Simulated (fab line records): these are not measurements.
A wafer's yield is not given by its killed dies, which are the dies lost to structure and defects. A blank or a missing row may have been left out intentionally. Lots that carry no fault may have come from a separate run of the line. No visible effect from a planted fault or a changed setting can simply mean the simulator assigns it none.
fab line records | flow gf180mcu
[record] lots = 6 | wafers = 18 | last-day = 33
route steps=602 shown V5@551 TOP_METAL@567
lots that met no fault: from a run of the same line without faults
start-h: hours from the record's first day to the start of the lot's first wafer shown | wait-h: hours since the lot's step before | " repeats the value in the row above | L1.1+2: one row covering several wafers at once | - either no value or no given start | * or withheld: withheld | < > ~ a bound
route shown NAME@n: names a module that has steps shown in the file, with the first one's number in the route | usual: the fault-free wafers' mean and standard deviation | same: alike in all rows | chamber/n: place in a boat | sites: readings site by site | _std_site: how widely they spread, as a standard deviation | _edge_site: outer sites' mean less inner sites' | radius-mm: for every site, how far away it sits from the centre of the wafer | mask NAME#n: copy n | behind: the most recent tool/chamber to have shaped the wafer | hold: what put the lot on hold/how long, in hours/how the hold closed | device: the transistor (n, p or np) that didn't switch | end of line: tests run on the same wafers once the route is complete | where a step has no rows: the recipe by itself | killed: dies that structure and defects cost at the first sort, which is not the same as the wafer's yield | map: a wafer's dies, marking killed ones x, the rest . and places with no die _
set.NAME: setting as actually run; set.NAME@STEP: the setting as run at that earlier step | model.NAME: the simulator's own value behind a step, which no gauge read
lots seen at some steps along the route; tables by step, rows by wafer
services: from which hour (start-h, from the record's first day; less than 0 if before it) a tool's chamber was out of use, for how many hours, and why
[[steps]]
[step GF_V5_EXPOSE_11]
[recipe] mask-id = Via5 | target-cd-nm = 260 | na = 0.68 | source-shape = conventional | sigma-outer = 0.6 | dose-mj = 38
[step GF_V5_PEB_12]
[recipe] peb-temp-c = 135 | peb-time-s = 90 | resist = KrF
[step GF_V5_DEVELOP_13]
[recipe] develop-time-s = 60 | resist = KrF | dev-temp-c = 21
[step GF_V5_CD_MEAS_14]
[recipe] target-cd-nm = 260
[usual] cd-nm = 260.2/1.2
lot.wafer | tool      | chamber | start-h | wait-h | cd-nm
L504.2    | cd-sem-02 | -       | 649.45  | 0.1    | 259.6
L504.4    | "         | -       | "       | "      | 259.8
L504.6    | "         | -       | "       | "      | 259.3
L505.1    | cd-sem-01 | -       | 661.73  | 0.1    | 259.4
L505.3    | "         | -       | "       | "      | 258.7
L505.6    | "         | -       | "       | "      | 260.2
L514.3    | cd-sem-02 | -       | 717.65  | 0.1    | 259.5
L514.4    | "         | -       | "       | "      | 260.8
L514.5    | "         | -       | "       | "      | 259.0
L515.1    | cd-sem-01 | -       | 724.74  | 0.1    | 259.4
L515.4    | "         | -       | "       | "      | 260.1
L515.6    | "         | -       | "       | "      | 259.1
L518.1    | cd-sem-02 | -       | 742.34  | 0.1    | 258.2
L518.3    | "         | -       | "       | "      | 258.0
L518.4    | "         | -       | "       | "      | 259.0
L522.4    | cd-sem-01 | -       | 765.19  | 0.1    | 259.4
L522.5    | "         | -       | "       | "      | 259.6
L522.6    | "         | -       | "       | "      | 259.8
[step GF_V5_OVL_MEAS_15]
[usual] V5_OVL = -5/5.4
lot.wafer | tool       | chamber | start-h | wait-h | V5_OVL[nm]
L504.2    | overlay-02 | -       | 649.56  | 0.1    | 3
L504.4    | "          | -       | "       | "      | -2
L504.6    | "          | -       | "       | "      | 3
L505.1    | overlay-02 | -       | 661.85  | 0.1    | -9
L505.3    | "          | -       | "       | "      | -8
L505.6    | "          | -       | "       | "      | -11
L514.3    | overlay-02 | -       | 717.74  | 0.1    | 0
L514.4    | "          | -       | "       | "      | -3
L514.5    | "          | -       | "       | "      | -2
L515.1    | overlay-01 | -       | 724.86  | 0.1    | -6
L515.4    | "          | -       | "       | "      | -3
L515.6    | "          | -       | "       | "      | 4
L518.1    | overlay-02 | -       | 742.46  | 0.1    | -4
L518.3    | "          | -       | "       | "      | -4
L518.4    | "          | -       | "       | "      | -8
L522.4    | overlay-01 | -       | 765.27  | 0.1    | -3
L522.5    | "          | -       | "       | "      | -3
L522.6    | "          | -       | "       | "      | -6
[step GF_V5_ETCH_16]
[recipe] chemistry = N2/H2 | target-depth-a = withheld | overetch-a = withheld | time-s = withheld | target = BARC | ion-energy-ev = 200 | source-w = 500 | bias-w = 100 | pressure-mtorr = 30 | n2-flow-sccm = 100 | h2-flow-sccm = 200
[usual] bias-w = 100.0/0.31 | drypump-motor-current-A = 5.5/0.5 | oes-product-au = 0.854/0.0043 | throttle-valve-pct = 13.222/0.0089
lot.wafer | tool        | chamber | start-h | wait-h | bias-w | drypump-motor-current-A | oes-product-au | throttle-valve-pct
L504.2    | rie-diel-02 | 2       | 649.59  | 0.0    | 100.2  | 5.7                     | 0.847          | 13.219
L504.4    | "           | 3       | "       | "      | 100.0  | 5.8                     | 0.853          | 13.219
L504.6    | "           | 0       | "       | "      | 99.9   | 6.1                     | 0.851          | 13.229
L505.1    | rie-diel-01 | 2       | 661.89  | 0.0    | 100.0  | 6.4                     | 0.849          | 13.219
L505.3    | "           | 0       | "       | "      | 100.0  | 4.8                     | 0.855          | 13.229
L505.6    | "           | 1       | "       | "      | 100.1  | 5.3                     | 0.848          | 13.219
L514.3    | rie-diel-01 | 2       | 717.76  | 0.0    | 100.3  | 6.4                     | 0.861          | 13.230
L514.4    | "           | 0       | "       | "      | 99.9   | 4.8                     | 0.855          | 13.221
L514.5    | "           | 3       | "       | "      | 100.1  | 5.7                     | 0.856          | 13.235
L515.1    | rie-diel-01 | 2       | 724.89  | 0.0    | 100.0  | 6.4                     | 0.856          | 13.210
L515.4    | "           | 0       | "       | "      | 100.3  | 4.8                     | 0.849          | 13.240
L515.6    | "           | 2       | "       | "      | 100.6  | 6.4                     | 0.846          | 13.208
L518.1    | rie-diel-01 | 0       | 742.49  | 0.0    | 100.5  | 4.8                     | 0.854          | 13.229
L518.3    | "           | 1       | "       | "      | 100.0  | 5.4                     | 0.852          | 13.214
L518.4    | "           | 3       | "       | "      | 100.2  | 5.7                     | 0.861          | 13.229
L522.4    | rie-diel-01 | 1       | 765.29  | 0.0    | 99.8   | 5.4                     | 0.850          | 13.226
L522.5    | "           | 0       | "       | "      | 99.5   | 4.8                     | 0.854          | 13.226
L522.6    | "           | 1       | "       | "      | 100.3  | 5.3                     | 0.859          | 13.219
[step GF_V5_ETCH_17]
[recipe] chemistry = C4F8/O2/Ar | mask-material = KrF | target = SiO2 | stop-on = TiN | source-w = 1500 | bias-w = 1200 | pressure-mtorr = 40 | c4f8-flow-sccm = withheld | O2_flow_sccm = 6 | Ar_flow_sccm = 300 | time-s = withheld | target-depth-a = 8550
[usual] bias-w = 1200/3.4 | oes-product-au = 0.860/0.0047
lot.wafer | tool        | chamber | start-h | wait-h | bias-w | oes-product-au
L504.2    | rie-diel-02 | 2       | -       | -      | 1195   | 0.858
L504.4    | "           | 3       | "       | "      | 1198   | 0.869
L504.6    | "           | 0       | "       | "      | 1200   | 0.857
L505.1    | rie-diel-01 | 2       | -       | -      | 1196   | 0.865
L505.3    | "           | 0       | "       | "      | 1203   | 0.864
L505.6    | "           | 1       | "       | "      | 1198   | 0.854
L514.3    | rie-diel-01 | 2       | -       | -      | 1200   | 0.860
L514.4    | "           | 0       | "       | "      | 1201   | 0.858
L514.5    | "           | 3       | "       | "      | 1206   | 0.863
L515.1    | rie-diel-01 | 2       | -       | -      | 1202   | 0.852
L515.4    | "           | 0       | "       | "      | 1199   | 0.868
L515.6    | "           | 2       | "       | "      | 1198   | 0.864
L518.1    | rie-diel-01 | 0       | -       | -      | 1198   | 0.856
L518.3    | "           | 1       | "       | "      | 1205   | 0.859
L518.4    | "           | 3       | "       | "      | 1198   | 0.864
L522.4    | rie-diel-01 | 1       | -       | -      | 1198   | 0.860
L522.5    | "           | 0       | "       | "      | 1201   | 0.852
L522.6    | "           | 1       | "       | "      | 1198   | 0.862
[step GF_V5_STRIP_18]
[recipe] chemistry = O2/N2 | power-w = 1400 | pressure-mtorr = 1500 | platen-temp-c = 250 | o2-flow-sccm = 3000 | n2-flow-sccm = 300 | overash-fraction = 0.5
[usual] drypump-motor-current-A = 5.5/0.49 | heater-power-w = 358/23 | oes-product-au = 0.568/0.0046
lot.wafer | tool            | chamber | start-h | wait-h | drypump-motor-current-A | heater-power-w | oes-product-au | rf-hours-counter-h
L504.2    | plasma-asher-01 | 0       | 649.74  | -      | 5.2                     | 330            | 0.563          | 22
L504.4    | "               | 1       | "       | "      | 5.5                     | 376            | 0.571          | -
L504.6    | "               | 1       | "       | "      | 5.6                     | 370            | 0.572          | -
L505.1    | plasma-asher-04 | 0       | 662.04  | -      | 5.1                     | 353            | 0.566          | 101
L505.3    | "               | 1       | "       | "      | 6.1                     | 373            | 0.570          | -
L505.6    | "               | 1       | "       | "      | 6.1                     | 385            | 0.566          | -
L514.3    | plasma-asher-01 | 1       | 717.95  | -      | 5.6                     | 366            | 0.567          | -
L514.4    | "               | 0       | "       | "      | 5.2                     | 333            | 0.566          | -
L514.5    | "               | 1       | "       | "      | 5.6                     | 374            | 0.576          | -
L515.1    | plasma-asher-02 | 1       | 725.05  | -      | 6.2                     | 329            | 0.579          | 97
L515.4    | "               | 0       | "       | "      | 4.7                     | 377            | 0.567          | -
L515.6    | "               | 0       | "       | "      | 4.7                     | 375            | 0.565          | -
L518.1    | plasma-asher-01 | 1       | 742.65  | -      | 5.5                     | 375            | 0.571          | 33
L518.3    | "               | 0       | "       | "      | 5.2                     | 328            | 0.571          | -
L518.4    | "               | 1       | "       | "      | 5.6                     | 370            | 0.566          | -
L522.4    | plasma-asher-01 | 1       | 765.47  | -      | 5.6                     | 372            | 0.564          | -
L522.5    | "               | 0       | "       | "      | 5.2                     | 327            | 0.575          | -
L522.6    | "               | 1       | "       | "      | 5.6                     | 373            | 0.569          | -
[step GF_V5_STRIP_19]
[recipe] chemistry = post-etch-residue-remover | time-s = 1200 | temp-c = 72.5
[step GF_V5_CLEAN_20]
[recipe] chemistry = DIW | dry = n2-spin
[step GF_V5_SPUTTER_21]
[recipe] material = Ti | target-thk-nm = 15 | chamber-pressure-pa = 5 | power-w = 2500 | substrate-temp-c = 200 | time-s = 80.02
[step GF_V5_SPUTTER_22]
[recipe] material = TiN | target-thk-nm = 10 | chamber-pressure-pa = 5 | power-w = 4000 | time-s = 40
[usual] throttle-valve-pct = 30.2/1.2
lot.wafer | tool           | chamber | start-h | wait-h | throttle-valve-pct
L504.2    | pvd-sputter-02 | -       | 650.34  | 0.0    | 30.8
L504.4    | "              | -       | "       | "      | 29.1
L504.6    | "              | -       | "       | "      | 29.6
L505.1    | pvd-sputter-03 | -       | 662.98  | 0.0    | 29.6
L505.3    | "              | -       | "       | "      | 29.9
L505.6    | "              | -       | "       | "      | 30.7
L514.3    | pvd-sputter-03 | -       | 718.51  | 0.0    | 31.6
L514.4    | "              | -       | "       | "      | 29.1
L514.5    | "              | -       | "       | "      | 30.9
L515.1    | pvd-sputter-03 | -       | 725.65  | 0.0    | 29.8
L515.4    | "              | -       | "       | "      | 29.5
L515.6    | "              | -       | "       | "      | 29.8
L518.1    | pvd-sputter-03 | -       | 743.24  | 0.0    | 29.2
L518.3    | "              | -       | "       | "      | 29.6
L518.4    | "              | -       | "       | "      | 31.1
L522.4    | pvd-sputter-02 | -       | 766.04  | 0.0    | 30.9
L522.5    | "              | -       | "       | "      | 29.2
L522.6    | "              | -       | "       | "      | 30.8
[step GF_V5_CVD_23]
[recipe] material = W | target-thk-nm = 350 | time-s = 104.9 | temp-c = 400 | pressure-torr = 40
[usual] heater-power-outer-w = 570/46 | heater-power-w = 876/51
lot.wafer | tool     | chamber | start-h | wait-h | heater-power-outer-w | heater-power-w | model.W_of_V5_CVD_23.thk-nm
L504.2    | cvd-w-02 | 0       | 650.38  | 0.0    | 577                  | 861            | 343.4
L504.4    | "        | 0       | "       | "      | 566                  | 865            | 344.5
L504.6    | "        | 0       | "       | "      | 568                  | 854            | 342
L505.1    | cvd-w-01 | 0       | 663.02  | 0.0    | 670                  | 975            | 352.2
L505.3    | "        | 1       | "       | "      | 541                  | 835            | 349
L505.6    | "        | 1       | "       | "      | 548                  | 830            | 347.9
L514.3    | cvd-w-02 | 1       | 718.59  | 0.1    | 521                  | 841            | 258.6
L514.4    | "        | 0       | "       | "      | 580                  | 840            | 250.9
L514.5    | "        | 1       | "       | "      | 529                  | 839            | 257
L515.1    | cvd-w-02 | 1       | 725.69  | 0.0    | 523                  | 841            | 260.4
L515.4    | "        | 1       | "       | "      | 531                  | 846            | 255.1
L515.6    | "        | 1       | "       | "      | 530                  | 863            | 256.8
L518.1    | cvd-w-01 | 1       | 743.28  | 0.0    | 535                  | 853            | 344
L518.3    | "        | 0       | "       | "      | 656                  | 980            | 348.5
L518.4    | "        | 1       | "       | "      | 551                  | 847            | 346.5
L522.4    | cvd-w-01 | 0       | 766.11  | 0.1    | 671                  | 966            | 346
L522.5    | "        | 1       | "       | "      | 546                  | 865            | 345.7
L522.6    | "        | 0       | "       | "      | 664                  | 987            | 341.4
[step GF_V5_RS_MEAS_24]
[recipe] thk-meas-gauge = four-point-probe | reads = W_of_V5_CVD_23+TiN_of_V5_SPUTTER_22+Ti_of_V5_SPUTTER_21
[usual] V5_W_RS = 0.328/0.0038
lot.wafer | tool          | chamber | start-h | wait-h | V5_W_RS[ohm/sq]
L504.2    | film-metro-03 | -       | 650.51  | 0.1    | 0.334
L504.4    | "             | -       | "       | "      | 0.332
L504.6    | "             | -       | "       | "      | 0.335
L505.1    | film-metro-02 | -       | 663.13  | 0.1    | 0.326
L505.3    | "             | -       | "       | "      | 0.328
L505.6    | "             | -       | "       | "      | 0.329
L514.3    | film-metro-01 | -       | 718.70  | 0.1    | 0.445
L514.4    | "             | -       | "       | "      | 0.458
L514.5    | "             | -       | "       | "      | 0.447
L515.1    | film-metro-03 | -       | 725.80  | 0.1    | 0.441
L515.4    | "             | -       | "       | "      | 0.451
L515.6    | "             | -       | "       | "      | 0.447
L518.1    | film-metro-03 | -       | 743.39  | 0.1    | 0.333
L518.3    | "             | -       | "       | "      | 0.329
L518.4    | "             | -       | "       | "      | 0.331
L522.4    | film-metro-02 | -       | 766.25  | 0.1    | 0.331
L522.5    | "             | -       | "       | "      | 0.331
L522.6    | "             | -       | "       | "      | 0.335
[step GF_V5_THK_MEAS_25]
[recipe] thk-meas-gauge = xrf | reads = W_of_V5_CVD_23
[usual] V5_W_THK = 353/5.5
lot.wafer | tool          | chamber | start-h | wait-h | V5_W_THK[nm]
L504.2    | film-metro-03 | -       | 650.62  | 0.1    | 350
L504.4    | "             | -       | "       | "      | 352
L504.6    | "             | -       | "       | "      | 350
L505.1    | film-metro-02 | -       | 663.25  | 0.1    | 358
L505.3    | "             | -       | "       | "      | 352
L505.6    | "             | -       | "       | "      | 354
L514.3    | film-metro-01 | -       | 718.80  | 0.1    | 259
L514.4    | "             | -       | "       | "      | 251
L514.5    | "             | -       | "       | "      | 258
L515.1    | film-metro-03 | -       | 725.92  | 0.1    | 265
L515.4    | "             | -       | "       | "      | 259
L515.6    | "             | -       | "       | "      | 261
L518.1    | film-metro-03 | -       | 743.51  | 0.1    | 353
L518.3    | "             | -       | "       | "      | 356
L518.4    | "             | -       | "       | "      | 354
L522.4    | film-metro-02 | -       | 766.34  | 0.1    | 348
L522.5    | "             | -       | "       | "      | 348
L522.6    | "             | -       | "       | "      | 344
[step GF_V5_CMP_26]
[recipe] stop-on = SiO2 | down-force-psi = 3.5 | platen-rpm = 60 | t-overpolish-s = 15 | target-thk-nm = 0 | pad-velocity-m-s = 0.94248
[usual] edge-zone-pressure-frac = 1.000/0.0047 | motor-current-A = 11.8/1 | time-to-endpoint-s = 85/3.1
lot.wafer | tool   | chamber | start-h | wait-h | edge-zone-pressure-frac | motor-current-A | time-to-endpoint-s
L504.2    | cmp-02 | 3       | 650.67  | 0.0    | 1.001                   | 11.1            | 83
L504.4    | "      | 2       | "       | "      | 1.003                   | 12.4            | 84
L504.6    | "      | 0       | "       | "      | 0.997                   | 10.5            | 87
L505.1    | cmp-02 | 3       | 663.41  | 0.1    | 0.998                   | 10.4            | 87
L505.3    | "      | 0       | "       | "      | 1.000                   | 11.6            | 87
L505.6    | "      | 2       | "       | "      | 1.006                   | 12.7            | 85
L514.4    | cmp-02 | 2       | 718.89  | 0.1    | 1.001                   | 12.7            | 62
L514.3    | "      | 3       | "       | "      | 0.989                   | 10.3            | 67
L514.5    | "      | 2       | "       | "      | 1.005                   | 12.3            | 66
L515.4    | cmp-02 | 1       | 726.03  | 0.1    | 0.997                   | 10.3            | 61
L515.1    | "      | 2       | "       | "      | 0.998                   | 13.3            | 62
L515.6    | "      | 1       | "       | "      | 0.995                   | 10.0            | 64
L518.1    | cmp-01 | 2       | 743.57  | 0.1    | 0.996                   | 11.6            | 91
L518.4    | "      | 3       | "       | "      | 0.996                   | 11.8            | 84
L518.3    | "      | 0       | "       | "      | 1.004                   | 11.9            | 89
L522.4    | cmp-02 | 2       | 766.52  | 0.2    | 0.999                   | 12.4            | 82
L522.6    | "      | 3       | "       | "      | 1.001                   | 10.1            | 83
L522.5    | "      | 0       | "       | "      | 0.995                   | 11.4            | 82
[step GF_TOP_METAL_SPUTTER_00]
[recipe] material = Ti | target-thk-nm = 37.5 | arriving-ion-energy-ev = 80 | substrate-temp-c = 200 | chamber-pressure-pa = 2 | power-w = 4000 | time-s = 155.4
[usual] throttle-valve-pct = 30.5/1.2
lot.wafer | tool           | chamber | start-h | wait-h | throttle-valve-pct
L504.2    | pvd-sputter-01 | -       | 650.97  | 0.2    | 30.2
L504.4    | "              | -       | "       | "      | 33.0
L504.6    | "              | -       | "       | "      | 30.6
L505.1    | pvd-sputter-02 | -       | 663.61  | 0.1    | 29.5
L505.3    | "              | -       | "       | "      | 28.4
L505.6    | "              | -       | "       | "      | 28.7
L514.3    | pvd-sputter-01 | -       | 719.14  | 0.1    | 33.1
L514.4    | "              | -       | "       | "      | 31.2
L514.5    | "              | -       | "       | "      | 30.6
L515.1    | pvd-sputter-02 | -       | 726.28  | 0.1    | 29.7
L515.4    | "              | -       | "       | "      | 29.3
L515.6    | "              | -       | "       | "      | 30.8
L518.1    | pvd-sputter-04 | -       | 743.87  | 0.2    | 30.8
L518.3    | "              | -       | "       | "      | 30.0
L518.4    | "              | -       | "       | "      | 31.8
L522.4    | pvd-sputter-04 | -       | 766.67  | 0.1    | 31.0
L522.5    | "              | -       | "       | "      | 29.8
L522.6    | "              | -       | "       | "      | 30.9
[[services]]
tool            | chamber | start-h | hours | kind
cvd-w-01        | -       | 628.76  | 6.9   | pm
cmp-02          | -       | 630.33  | 0.5   | repair
pvd-sputter-03  | -       | 631.22  | 1.1   | repair
pvd-sputter-02  | -       | 634.54  | 2.2   | repair
pvd-sputter-01  | -       | 634.99  | 8.4   | repair
cvd-w-02        | -       | 652.24  | 0.8   | repair
cmp-02          | -       | 655.00  | 3.2   | pm
cmp-02          | -       | 659.21  | 1.5   | repair
pvd-sputter-01  | -       | 669.72  | 9.1   | repair
cmp-02          | -       | 673.60  | 1.2   | repair
pvd-sputter-04  | -       | 678.89  | 3.5   | repair
pvd-sputter-01  | -       | 682.20  | 2.3   | repair
rie-diel-01     | -       | 686.37  | 10.0  | pm
plasma-asher-02 | -       | 695.02  | 5.9   | repair
rie-diel-01     | 1       | 700.42  | 3.1   | repair
plasma-asher-04 | -       | 701.51  | 5.6   | repair
plasma-asher-04 | -       | 709.17  | 9.3   | repair
cmp-01          | -       | 709.93  | 1.1   | repair
pvd-sputter-02  | -       | 716.46  | 3.7   | repair
pvd-sputter-03  | -       | 726.72  | 1.2   | repair
plasma-asher-01 | -       | 735.46  | 4.0   | repair
pvd-sputter-03  | -       | 749.18  | 1.5   | repair
cvd-w-01        | -       | 759.29  | 5.9   | repair
pvd-sputter-03  | -       | 759.98  | 9.5   | repair
[[key]]
[first-sign] step = GF_V5_RS_MEAS_24 | reading = V5_W_RS | direction = up | sigmas = 31 | usual = 0.328 | struck = 0.448
[effect] step = GF_V5_THK_MEAS_25 | reading = V5_W_THK | direction = down | sigmas = 17 | usual = 353 | struck = 259
[effect] step = GF_V5_CMP_26 | reading = time-to-endpoint-s | direction = down | sigmas = 6.9 | usual = * | struck = *
[model-effect] step = GF_V5_CVD_23 | value = W_of_V5_CVD_23.thk-nm | without = 350.6 | struck = 256.5
met-at GF_V5_CVD_23
struck-wafers L514.3,L514.4,L514.5,L515.1,L515.4,L515.6
onset-between 650.38 718.59
[fault] kind = process-parameter-drift | tool = cvd-w-02 | chamber = - | onset-h = 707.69 | steps = GF_V5_CVD_23 | channel = target-thk-nm | offset = -93.951 | shape = step | end-h = 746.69 | acts-in = these-recipes-only | stated = 350
